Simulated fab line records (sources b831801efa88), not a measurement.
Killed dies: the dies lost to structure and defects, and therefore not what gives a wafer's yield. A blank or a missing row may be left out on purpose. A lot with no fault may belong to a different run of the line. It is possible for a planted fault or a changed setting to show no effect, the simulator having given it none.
fab line records -- flow sky130
[record] lots = 5, wafers = 15, lastDay = 50
route steps=708 shown FIELD_ISO@16 PAD_OPEN@708
lots that met no fault: from a run of the same line without faults
startH: the number of hours between the record's first day and the start of the first shown wafer of the lot -- waitH: how many hours have passed since the lot's step before this one -- " identical to the entry in the row above -- L1.1+2: several wafers, shown together as one row -- - either no value or no given start -- * or withheld: withheld -- < > ~ a bound
route shown NAME@n: NAME is a module with steps in the file, n the number in the route of the first one -- usual: the fault-free wafers' mean and standard deviation -- same: alike in all rows -- chamber/n: place in a boat -- sites: each site's reading -- _std_site: how widely they spread, as a standard deviation -- _edge_site: outer sites' mean less inner sites' -- radiusMm: for every site, how far away it sits from the centre of the wafer -- mask NAME#n: copy n -- behind: the most recent tool/chamber to have shaped the wafer -- hold: why the lot was held/for how many hours/how that ended -- device: transistor that didn't switch, given as n, p or np -- end of line: the route-end tests of the same wafers -- where a step has no rows: the recipe by itself -- killed: the dies lost at the first sort to structure and to defects; this is not the yield of the wafer -- map: the dies of a wafer, with x for killed, . for not killed, _ for no die there
set.NAME: setting as actually run; set.NAME@STEP: the setting as run at that earlier step -- model.NAME: the simulator's own value behind a step, which no gauge read
a table for each step, a row for each wafer; lots at some steps of the route
services: a tool's chamber out of use, with start hour (startH, from the record's first day; less than 0 if before it), hours out, and reason
[[steps]]
[step SKY_FIELD_ISO_ETCH_15]
[recipe] chemistry = CHF3/O2, targetDepthNm = 180, stopOn = Si, sourceW = 600, biasW = 200, pressureMtorr = 40, chf3FlowSccm = 50, O2_flow_sccm = 5, timeS = 72
[usual] drypumpMotorCurrentA = 5.9/0.4, oesProductAu = 0.948/0.0064, throttleValvePct = 8.844/0.0096
lot.wafer,tool,chamber,startH,waitH,drypumpMotorCurrentA,oesProductAu,rfHoursCounterH,throttleValvePct
L600.1,rieDiel-03,2,67.48,0.0,5.5,0.940,152,8.840
L600.4,rieDiel-03,0,67.48,0.0,6.6,0.944,98,8.837
L600.6,rieDiel-03,0,67.48,0.0,6.6,0.947,-,8.832
L601.1,rieDiel-04,2,73.25,0.0,5.7,0.954,137,8.828
L601.3,rieDiel-04,3,73.25,0.0,5.3,0.944,95,8.852
L601.4,rieDiel-04,1,73.25,0.0,5.5,0.937,24,8.846
L604.2,rieDiel-03,3,85.73,0.0,6.1,0.946,4,8.854
L604.3,rieDiel-03,2,85.73,0.0,5.5,0.960,153,8.836
L604.4,rieDiel-03,1,85.73,0.0,6.2,0.953,135,8.852
L606.1,rieDiel-03,2,97.28,0.0,5.6,0.951,153,8.845
L606.5,rieDiel-03,0,97.28,0.0,6.6,0.943,-,8.829
L606.6,rieDiel-03,3,97.28,0.0,6.1,0.931,-,8.841
L614.2,rieDiel-02,0,138.19,0.0,6.2,0.946,4,8.865
L614.4,rieDiel-02,3,138.19,0.0,6.1,0.953,-,8.860
L614.5,rieDiel-02,1,138.19,0.0,5.4,0.956,-,8.841
[step SKY_FIELD_ISO_STRIP_16]
[recipe] chemistry = O2/N2, powerW = 1400, pressureMtorr = 1500, platenTempC = withheld, o2FlowSccm = 3000, n2FlowSccm = 300, overashFraction = 0.5
[usual] drypumpMotorCurrentA = 5.61/0.28, oesProductAu = 0.378/0.0046, stripTimeToEndpointS = 3.56/0.049
lot.wafer,tool,chamber,startH,waitH,drypumpMotorCurrentA,oesProductAu,rfHoursCounterH,stripTimeToEndpointS
L600.1,plasmaAsher-04,0,67.54,0.0,5.42,0.375,38,3.55
L600.4,plasmaAsher-04,1,67.54,0.0,5.91,0.379,-,3.56
L600.6,plasmaAsher-04,0,67.54,0.0,5.43,0.382,-,3.55
L601.1,plasmaAsher-01,0,73.31,0.0,5.57,0.382,43,3.53
L601.3,plasmaAsher-01,0,73.31,0.0,5.56,0.387,-,3.66
L601.4,plasmaAsher-01,1,73.31,0.0,5.72,0.379,-,3.55
L604.2,plasmaAsher-04,0,85.79,0.0,5.39,0.370,40,3.54
L604.3,plasmaAsher-04,1,85.79,0.0,5.91,0.376,-,3.54
L604.4,plasmaAsher-04,0,85.79,0.0,5.43,0.374,-,3.50
L606.1,plasmaAsher-01,1,97.34,0.0,5.71,0.376,45,3.54
L606.5,plasmaAsher-01,1,97.34,0.0,5.73,0.377,-,3.50
L606.6,plasmaAsher-01,0,97.34,0.0,5.55,0.381,-,3.58
L614.2,plasmaAsher-03,0,138.25,0.0,5.13,0.380,34,3.56
L614.4,plasmaAsher-03,0,138.25,0.0,5.12,0.381,-,3.64
L614.5,plasmaAsher-03,1,138.25,0.0,5.86,0.384,-,3.67
[step SKY_FIELD_ISO_ETCH_17]
[recipe] targetDepthA = 3420, maskMaterial = Si3N4, chemistry = HBr/Cl2/O2, target = Si, taperDeg = 5, icpW = 600, biasW = 150, pressureMtorr = 15, HBr_flow_sccm = 150, Cl2_flow_sccm = 40, O2_flow_sccm = 6, timeS = 97.7
[usual] drypumpMotorCurrentA = 5.78/0.26, oesProductAu = 1.002/0.016, throttleValvePct = 25.656/0.013
lot.wafer,tool,chamber,startH,waitH,drypumpMotorCurrentA,oesProductAu,rfHoursCounterH,throttleValvePct
L600.1,rieSi-01,2,67.64,0.1,6.03,0.986,1,25.642
L600.4,rieSi-01,3,67.64,0.1,5.68,0.983,62,25.669
L600.6,rieSi-01,2,67.64,0.1,6.02,1.004,-,25.658
L601.1,rieSi-01,3,73.41,0.1,5.68,0.982,62,25.665
L601.3,rieSi-01,0,73.41,0.1,5.37,1.007,141,25.659
L601.4,rieSi-01,2,73.41,0.1,6.03,1.001,1,25.655
L604.2,rieSi-02,3,85.89,0.1,5.69,1.024,123,25.623
L604.3,rieSi-02,0,85.89,0.1,5.72,1.025,0,25.637
L604.4,rieSi-02,1,85.89,0.1,6.25,1.009,3,25.659
L606.1,rieSi-02,0,97.44,0.1,5.71,1.017,0,25.642
L606.5,rieSi-02,2,97.44,0.1,5.81,0.984,-,25.664
L606.6,rieSi-02,1,97.44,0.1,6.24,1.011,-,25.646
L614.2,rieSi-01,3,138.35,0.1,5.68,0.994,62,25.684
L614.4,rieSi-01,0,138.35,0.1,5.38,1.021,0,25.642
L614.5,rieSi-01,2,138.35,0.1,6.05,0.999,-,25.653
[step SKY_FIELD_ISO_WET_ETCH_18]
[recipe] chemistry = H3PO4, targetDepthNm = 25, tempC = 160, target = Si3N4, timeS = 286
[step SKY_FIELD_ISO_CLEAN_19]
[recipe] chemistry = SC1/SC2, mix = 1:4:20, tempC = 70, timeS = 150
[step SKY_FIELD_ISO_CLEAN_20]
[recipe] chemistry = dHF, timeS = 20, dilution = 100:1
[step SKY_FIELD_ISO_WET_ETCH_21]
[recipe] chemistry = dHF, dilution = 100:1, targetDepthNm = 20, dry = ipaMarangoni, target = SiO2, tempC = 25, timeS = 400
[step SKY_FIELD_ISO_OXIDATION_22]
[recipe] tempC = 950, ambient = O2, stabiliseS = 600, purgeS = 300, targetThkA = 100, oxTimeS = 623
[step SKY_FIELD_ISO_THK_MEAS_23]
[recipe] reads = SiO2_of_FIELD_ISO_OXIDATION_22
[usual] FIELD_ISO_OXIDATION_01_THK = 9.91/0.15
lot.wafer,tool,chamber,startH,waitH,FIELD_ISO_OXIDATION_01_THK[nm]
L600.1,filmMetro-03,-,69.16,0.0,9.81
L600.4,filmMetro-03,-,69.16,0.0,9.82
L600.6,filmMetro-03,-,69.16,0.0,9.64
L601.1,filmMetro-03,-,74.92,0.0,9.49
L601.3,filmMetro-03,-,74.92,0.0,9.67
L601.4,filmMetro-03,-,74.92,0.0,9.69
L604.2,filmMetro-02,-,88.33,0.0,9.99
L604.3,filmMetro-02,-,88.33,0.0,9.99
L604.4,filmMetro-02,-,88.33,0.0,9.88
L606.1,filmMetro-02,-,99.20,0.0,9.97
L606.5,filmMetro-02,-,99.20,0.0,9.99
L606.6,filmMetro-02,-,99.20,0.0,9.97
L614.2,filmMetro-01,-,139.89,0.0,10.18
L614.4,filmMetro-01,-,139.89,0.0,10.02
L614.5,filmMetro-01,-,139.89,0.0,10.08
[step SKY_FIELD_ISO_CVD_24]
[recipe] material = SiO2, targetThkNm = 595, tempC = 650, sigmaOpenFrac = 0.3, timeS = 99.2, sih4FlowSccm = 60, pressureMtorr = 6
[step SKY_FIELD_ISO_THK_MEAS_25]
[recipe] reads = SiO2_of_FIELD_ISO_CVD_24
[usual] FIELD_ISO_CVD_24_THK = 591/6.9
lot.wafer,tool,chamber,startH,waitH,FIELD_ISO_CVD_24_THK[nm]
L600.1,filmMetro-02,-,69.29,0.0,592
L600.4,filmMetro-02,-,69.29,0.0,597
L600.6,filmMetro-02,-,69.29,0.0,595
L601.1,filmMetro-02,-,75.05,0.0,593
L601.3,filmMetro-02,-,75.05,0.0,592
L601.4,filmMetro-02,-,75.05,0.0,593
L604.2,filmMetro-01,-,88.46,0.0,601
L604.3,filmMetro-01,-,88.46,0.0,594
L604.4,filmMetro-01,-,88.46,0.0,594
L606.1,filmMetro-03,-,99.33,0.0,596
L606.5,filmMetro-03,-,99.33,0.0,609
L606.6,filmMetro-03,-,99.33,0.0,600
L614.2,filmMetro-01,-,140.02,0.0,587
L614.4,filmMetro-01,-,140.02,0.0,597
L614.5,filmMetro-01,-,140.02,0.0,589
[step SKY_FIELD_ISO_ANNEAL_26]
[recipe] tempC = 1000, timeS = 1800, ambient = N2
[step SKY_FIELD_ISO_CMP_27]
[recipe] stopOn = Si3N4, tOverpolishS = 16, downForcePsi = 4, platenRpm = 60, targetThkNm = 457.8, padVelocityMS = 0.94248
[usual] motorCurrentA = 12.1/1.2, overpolishRunS = 16.001/0.0098, timeToEndpointS = 111/5.6
lot.wafer,tool,chamber,startH,waitH,motorCurrentA,overpolishRunS,timeToEndpointS
L600.4,cmp-01,3,70.85,0.0,11.5,16.010,107
L600.1,cmp-01,0,70.85,0.0,10.1,15.999,112
L600.6,cmp-01,0,70.85,0.0,10.2,16.006,112
L601.4,cmp-02,1,76.61,0.0,11.7,16.015,108
L601.3,cmp-02,2,76.61,0.0,13.5,16.004,111
L601.1,cmp-02,0,76.61,0.0,11.4,16.012,123
L604.3,cmp-01,3,90.01,0.0,11.4,16.008,213
L604.4,cmp-01,0,90.01,0.0,10.5,16.023,107
L604.2,cmp-01,1,90.01,0.0,11.2,16.000,230
L606.1,cmp-02,2,102.10,0.1,14.2,16.004,108
L606.6,cmp-02,3,102.10,0.1,13.8,15.983,109
L606.5,cmp-02,0,102.10,0.1,11.2,15.988,119
L614.2,cmp-02,1,141.62,0.1,11.7,16.005,104
L614.4,cmp-02,2,141.62,0.1,13.5,16.011,108
L614.5,cmp-02,0,141.62,0.1,11.3,15.998,118
[step SKY_FIELD_ISO_WET_ETCH_28]
[recipe] chemistry = dHF, targetDepthNm = 23.7, target = SiO2, dilution = 10:1, tempC = 25, timeS = 47
[step SKY_PAD_OPEN_PROBE_99]
[usual] killed_at_M0_to_M3 = 43/6.1, killed_at_M4_up = 3.5/2, killedAtContacts = 25/5.1, killedAtFrontEnd = 14/4.2, killedAtOther = 0.3/0.55, killedDies = 86/8.3, killedOpen = 46/7.2, killedShort = 39/6
[same] grossDies = 492, killedAtBackSide = 0
lot.wafer,tool,chamber,startH,waitH,killed_at_M0_to_M3,killed_at_M4_up,killedAtContacts,killedAtFrontEnd,killedAtOther,killedDies,killedOpen,killedShort
L600.1,prober-01,-,1123.94,0.1,41,3,18,14,0,76,31,45
L600.4,prober-01,-,1124.09,0.2,43,4,31,20,0,98,60,38
L600.6,prober-01,-,1124.19,0.2,31,4,21,19,0,75,35,40
L601.1,prober-02,-,1126.76,0.1,40,5,22,12,0,79,34,45
L601.3,prober-02,-,1126.86,0.2,48,2,29,6,0,85,56,28
L601.4,prober-02,-,1126.91,0.2,42,3,26,9,1,81,46,35
L604.2,prober-01,-,1145.90,0.1,44,2,19,12,0,77,45,31
L604.3,prober-01,-,1145.95,0.2,58,2,24,14,0,98,55,42
L604.4,prober-01,-,1146.00,0.2,45,7,24,15,0,91,53,37
L606.1,prober-01,-,1147.35,0.1,29,1,31,19,0,80,40,40
L606.5,prober-01,-,1147.55,0.2,51,3,27,25,0,106,64,42
L606.6,prober-01,-,1147.60,0.2,41,4,28,15,0,88,39,48
// killed by level:class
L600.1 CONTACT:geometricParticle:short=9 VIA1:geometricParticle:open=7 METAL2:geometricParticle:short=7 FIELD_ISO:geometricParticle:short=6 VIA3:geometricParticle:short=6 VIA2:geometricParticle:open=6 VIA3:geometricParticle:open=5 LOCAL_INTERCONNECT:geometricParticle:short=4
L600.4 VIA1:geometricParticle:open=12 VIA3:geometricParticle:open=9 CONTACT:geometricParticle:open=8 FIELD_ISO:geometricParticle:open=7 LOCAL_INTERCONNECT:geometricParticle:short=7 VIA2:geometricParticle:open=7 FIELD_ISO:geometricParticle:short=6 LI_CONTACT:geometricParticle:open=6
L600.6 LI_CONTACT:geometricParticle:short=7 VIA3:geometricParticle:open=7 FIELD_ISO:geometricParticle:short=6 METAL2:geometricParticle:short=6 FIELD_ISO:geometricParticle:open=5 LI_CONTACT:geometricParticle:open=5 POLY_GATE:geometricParticle:short=4 LOCAL_INTERCONNECT:geometricParticle:short=4
L601.1 VIA1:geometricParticle:open=12 METAL1:geometricParticle:short=10 CONTACT:geometricParticle:open=8 CONTACT:geometricParticle:short=7 VIA1:geometricParticle:short=5 FIELD_ISO:geometricParticle:short=4 LI_CONTACT:geometricParticle:open=3 VIA2:geometricParticle:open=3
L601.3 CONTACT:geometricParticle:open=14 VIA1:geometricParticle:open=14 LI_CONTACT:geometricParticle:open=8 VIA2:geometricParticle:open=7 METAL1:geometricParticle:short=5 VIA3:geometricParticle:open=4 METAL2:geometricParticle:short=4 VIA1:geometricParticle:short=3
L601.4 VIA1:geometricParticle:open=15 CONTACT:geometricParticle:short=7 CONTACT:geometricParticle:open=6 LOCAL_INTERCONNECT:geometricParticle:short=5 VIA2:geometricParticle:open=5 LI_CONTACT:geometricParticle:open=4 VIA3:geometricParticle:open=4 METAL2:geometricParticle:short=3
L604.2 CONTACT:geometricParticle:open=11 METAL1:geometricParticle:short=9 VIA2:geometricParticle:open=9 METAL2:geometricParticle:short=7 VIA1:geometricParticle:open=6 POLY_GATE:geometricParticle:open=5 VIA3:geometricParticle:open=4 POLY_GATE:geometricParticle:short=3
L604.3 VIA1:geometricParticle:open=15 CONTACT:geometricParticle:open=9 VIA2:geometricParticle:open=8 LI_CONTACT:geometricParticle:open=7 METAL2:geometricParticle:short=7 METAL1:geometricParticle:short=5 METAL1:geometricParticle:open=5 POLY_GATE:geometricParticle:short=4
L604.4 VIA1:geometricParticle:open=17 CONTACT:geometricParticle:open=11 METAL1:geometricParticle:short=7 LI_CONTACT:geometricParticle:open=6 VIA3:geometricParticle:open=6 METAL4:geometricParticle:short=5 FIELD_ISO:geometricParticle:open=4 SPACER:geometricParticle:short=4
L606.1 CONTACT:geometricParticle:open=10 LI_CONTACT:geometricParticle:open=9 FIELD_ISO:geometricParticle:open=7 CONTACT:geometricParticle:short=7 METAL3:geometricParticle:short=7 POLY_GATE:geometricParticle:short=5 VIA1:geometricParticle:open=5 FIELD_ISO:geometricParticle:short=4
L606.5 VIA1:geometricParticle:open=14 LI_CONTACT:geometricParticle:open=10 VIA3:geometricParticle:open=10 FIELD_ISO:geometricParticle:short=7 CONTACT:geometricParticle:open=6 FIELD_ISO:geometricParticle:open=5 VIA2:geometricParticle:open=5 METAL1:geometricParticle:short=5
L606.6 CONTACT:geometricParticle:open=9 CONTACT:geometricParticle:short=7 METAL2:geometricParticle:short=7 METAL1:geometricParticle:short=7 VIA1:geometricParticle:open=6 LI_CONTACT:geometricParticle:open=6 LOCAL_INTERCONNECT:geometricParticle:short=5 VIA2:geometricParticle:open=5
[[services]]
tool,chamber,startH,hours,kind
rieDiel-03,-,46.53,2.8,pm
cmp-01,-,48.35,0.6,repair
rieDiel-03,2,59.86,4.7,repair
rieDiel-03,3,60.63,2.1,repair
cmp-01,-,64.25,4.0,pm
cmp-01,-,65.05,0.7,repair
rieDiel-02,1,65.89,6.1,repair
cmp-01,-,68.25,-,consumableReplace:conditioner
cmp-01,-,68.25,-,consumableReplace:pad
cmp-02,-,75.45,0.2,repair
plasmaAsher-04,-,78.24,2.8,pm
plasmaAsher-01,-,81.10,0.7,repair
cmp-02,-,88.53,0.5,repair
rieSi-02,0,101.84,2.9,repair
cmp-02,-,103.56,0.8,repair
plasmaAsher-01,-,108.75,9.0,pm
plasmaAsher-01,0,108.75,9.0,ventCycle
plasmaAsher-01,1,108.75,9.0,ventCycle
plasmaAsher-03,-,111.79,7.0,repair
rieSi-01,0,118.41,-,clean
rieSi-01,0,118.41,17.0,scheduledDown
rieSi-01,0,118.41,17.0,ventCycle
cmp-01,-,121.28,0.4,repair
rieDiel-02,2,133.37,5.3,repair
[[key]]
[firstSign] step = SKY_FIELD_ISO_CMP_27, reading = timeToEndpointS, direction = up, sigmas = 20, usual = *, struck = *
effect none on later readings
metAt SKY_FIELD_ISO_CMP_27
struckWafers L604.2,L604.3
testerLeftOut L604
onsetBetween 70.85 90.01
[fault] kind = processParameterDrift, tool = cmp-01, chamber = -, onsetH = 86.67, steps = SKY_FIELD_ISO_CMP_27, channel = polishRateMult, offset = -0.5, shape = step, endH = 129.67, scope = struckWafersOnly
// testerLeftOut: of these lots the tester's yield and bins aren't shown, on N5 and GAA mostly nor the transistor test; their killed dies are dies lost to structure and defects alone, not to doping, threshold or leakage, so they don't give the yield
